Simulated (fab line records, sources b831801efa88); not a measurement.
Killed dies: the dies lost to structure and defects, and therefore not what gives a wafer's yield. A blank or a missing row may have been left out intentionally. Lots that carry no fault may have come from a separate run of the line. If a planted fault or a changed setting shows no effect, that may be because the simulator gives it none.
Which tool was responsible?	flow sky130	12 lots with 35 wafers sampled at 5 steps, on a route of 708 steps

## WHAT EACH GAUGE READ, for each wafer
SKY_LOCAL_INTERCONNECT_OVL_MEAS_12.
lot	measured	on	LOCAL_INTERCONNECT_OVL (nm)
L996	day 31 21:04	overlay-02	1 2 -2
L999	day 32 14:53	overlay-01	10 6 2
L102	day 33 09:16	overlay-01	-1 1
L108	day 35 13:17	overlay-02	-4 -3 -2
L109	day 35 20:59	overlay-02	10 13 15
L110	day 36 01:11	overlay-01	4 6 8
L111	day 36 06:03	overlay-02	10 1 6
L113	day 36 23:49	overlay-01	-4 0 -3
L114	day 37 11:22	overlay-02	6 1 3
L116	day 37 17:19	overlay-02	0 -3 1
L117	day 38 01:41	overlay-01	-10 -12 -3
L118	day 38 03:00	overlay-02	0 -5 -3

## WHICH TOOL RAN EACH LOT (tool, then ch and the chambers of the sampled wafers, then the start)
lot	SKY_SPACER_ETCHBACK_02	SKY_SD_N_STRIP_11	SKY_LI_CONTACT_CMP_02	SKY_LI_CONTACT_ETCH_15
L996	rie_diel-02 ch 1,3, day 24 09:03	plasma_asher-04 ch 0,1, day 29 08:39	cmp-02 ch 0,2,3, day 29 09:40	rie_diel-04 ch 1,2,3, day 30 14:38
L999	rie_diel-02 ch 1,2,3, day 25 06:23	plasma_asher-03 ch 0,1, day 30 03:31	cmp-02 ch 0,3, day 30 04:35	rie_diel-03 ch 0,3, day 31 09:50
L102	rie_diel-02 ch 0,2, day 26 01:01	plasma_asher-04 ch 1, day 30 21:54	cmp-02 ch 0,1, day 30 23:02	rie_diel-01 ch 0,3, day 32 04:13
L108	rie_diel-03 ch 0,1,3, day 28 10:20	plasma_asher-01 ch 0,1, day 33 04:25	cmp-01 ch 0,1,2, day 33 05:21	rie_diel-04 ch 0,2,3, day 34 09:01
L109	rie_diel-04 ch 1,2,3, day 28 19:17	plasma_asher-01 ch 0,1, day 33 10:51	cmp-01 ch 0,1,2, day 33 11:51	rie_diel-04 ch 0,2,3, day 34 16:08
L110	rie_diel-04 ch 1,2, day 28 22:34	plasma_asher-01 ch 0,1, day 33 15:35	cmp-02 ch 0,1,3, day 33 16:35	rie_diel-03 ch 0,1,2, day 34 20:08
L111	rie_diel-03 ch 0,2,3, day 29 04:41	plasma_asher-03 ch 0,1, day 33 21:25	cmp-02 ch 0,2,3, day 33 22:20	rie_diel-03 ch 1,2,3, day 35 01:25
L113	rie_diel-02 ch 0,1,3, day 29 23:39	plasma_asher-01 ch 0,1, day 34 15:48	cmp-02 ch 0,1,2, day 34 16:44	rie_diel-03 ch 0,1,2, day 35 20:05
L114	rie_diel-02 ch 0,1,2, day 30 13:07	plasma_asher-04 ch 0,1, day 35 03:50	cmp-02 ch 0,3, day 35 04:46	rie_diel-04 ch 0,1,3, day 36 07:47
L116	rie_diel-03 ch 1,2,3, day 30 19:04	plasma_asher-03 ch 0,1, day 35 09:06	cmp-01 ch 0,1, day 35 10:04	rie_diel-03 ch 1,2, day 36 13:32
L117	rie_diel-04 ch 1,2,3, day 31 02:35	plasma_asher-01 ch 0,1, day 35 17:25	cmp-02 ch 0,1,2, day 35 18:20	rie_diel-03 ch 0,1,2, day 36 21:17
L118	rie_diel-04 ch 0,1,3, day 31 04:41	plasma_asher-04 ch 0,1, day 35 18:21	cmp-02 ch 1,2,3, day 35 19:17	rie_diel-01 ch 1,2, day 36 22:43
- SKY_SPACER_ETCHBACK_02: etches Si3N4 in CH3F/O2, stops on SiO2, time 46.7 s, target depth 45 nm.
- SKY_SD_N_STRIP_11: strips in O2/N2.
- SKY_LI_CONTACT_CMP_02: polishes PSG.
- SKY_LI_CONTACT_ETCH_15: etches PSG in C4F8/O2/Ar, stops on Si, target depth 600 nm.

## WHAT THE TOOLS THEMSELVES READ (means of the sampled wafers that have a number; where no wafer has one, the mark that the record gives instead)
SKY_SPACER_ETCHBACK_02.
lot	tool	drypump_motor_current_A (A)	oes_product_au (a.u.)	throttle_valve_pct (%)
L996	rie_diel-02	5.1	0.859	10.567
L999	rie_diel-02	5.4	0.851	10.571
L102	rie_diel-02	5.6	0.859	10.553
L108	rie_diel-03	6.0	0.852	10.561
L109	rie_diel-04	5.4	0.855	10.568
L110	rie_diel-04	5.2	0.856	10.570
L111	rie_diel-03	5.9	0.855	10.566
L113	rie_diel-02	5.2	0.854	10.566
L114	rie_diel-02	5.4	0.845	10.563
L116	rie_diel-03	6.0	0.846	10.551
L117	rie_diel-04	5.4	0.848	10.551
L118	rie_diel-04	5.6	0.856	10.560

SKY_SD_N_STRIP_11.
lot	tool	drypump_motor_current_A (A)	oes_product_au (a.u.)	strip_time_to_endpoint_s (s)
L996	plasma_asher-04	6.2	0.527	22.58
L999	plasma_asher-03	5.9	0.530	22.52
L102	plasma_asher-04	6.1	0.528	22.55
L108	plasma_asher-01	5.5	0.524	22.60
L109	plasma_asher-01	5.3	0.529	22.57
L110	plasma_asher-01	5.3	0.524	22.55
L111	plasma_asher-03	5.6	0.521	22.54
L113	plasma_asher-01	5.3	0.526	22.52
L114	plasma_asher-04	6.2	0.524	22.66
L116	plasma_asher-03	5.6	0.530	22.59
L117	plasma_asher-01	5.6	0.527	22.55
L118	plasma_asher-04	6.3	0.528	22.61

SKY_LI_CONTACT_CMP_02.
lot	tool	head_pressure_psi (psi)	motor_current_A (A)	time_to_endpoint_s (s)
L996	cmp-02	3.998	11.6	31.0
L999	cmp-02	4.001	12.0	26.2
L102	cmp-02	4.003	13.0	24.7
L108	cmp-01	4.000	11.4	31.2
L109	cmp-01	4.002	11.8	29.5
L110	cmp-02	4.003	11.8	31.0
L111	cmp-02	4.007	11.7	27.4
L113	cmp-02	4.003	12.1	30.1
L114	cmp-02	3.997	12.3	32.2
L116	cmp-01	4.012	12.0	29.0
L117	cmp-02	4.006	12.0	32.6
L118	cmp-02	4.009	11.0	33.4

SKY_LI_CONTACT_ETCH_15.
lot	tool	oes_product_au (a.u.)
L996	rie_diel-04	0.837
L999	rie_diel-03	0.875
L102	rie_diel-01	0.894
L108	rie_diel-04	0.839
L109	rie_diel-04	0.840
L110	rie_diel-03	0.839
L111	rie_diel-03	0.833
L113	rie_diel-03	0.836
L114	rie_diel-04	0.837
L116	rie_diel-03	0.838
L117	rie_diel-03	0.837
L118	rie_diel-01	0.835

## THE ANSWER, worked out from the rows above alone
Rule: usual is defined by the lots themselves. The widest of any qualifying gaps counts: lots, ordered by their means at a reading, are off when they make up no more than a third of the lots, leave a main group of 4 or more, and stand apart from it by 3 or more times the standard deviation of that group's means. Not used: any main group whose means are identical at the precision the tables above print for the reading. Also off: a lot with no number at a reading for which 4 or more lots have one. Where the step has rows for the other lots, those lots are counted as sound. First the gauges in route order, then the tools' own readings, where a lot's mean is used as printed above. The first step at which some lot is off is used, and at that step the reading that is off furthest; a lot without a number counts as furthest.
Off: L999, L102 (SKY_LI_CONTACT_ETCH_15, oes_product_au). Mean 0.837 a.u. and standard deviation 0.002 in the main group.
If a tool, at that step or one of the process steps before it, ran each lot that is off and ran no sound lot following the first of them, it fits. Of those tried, none fits.

## WHAT HAD BEEN PUT IN BY THE SIMULATOR
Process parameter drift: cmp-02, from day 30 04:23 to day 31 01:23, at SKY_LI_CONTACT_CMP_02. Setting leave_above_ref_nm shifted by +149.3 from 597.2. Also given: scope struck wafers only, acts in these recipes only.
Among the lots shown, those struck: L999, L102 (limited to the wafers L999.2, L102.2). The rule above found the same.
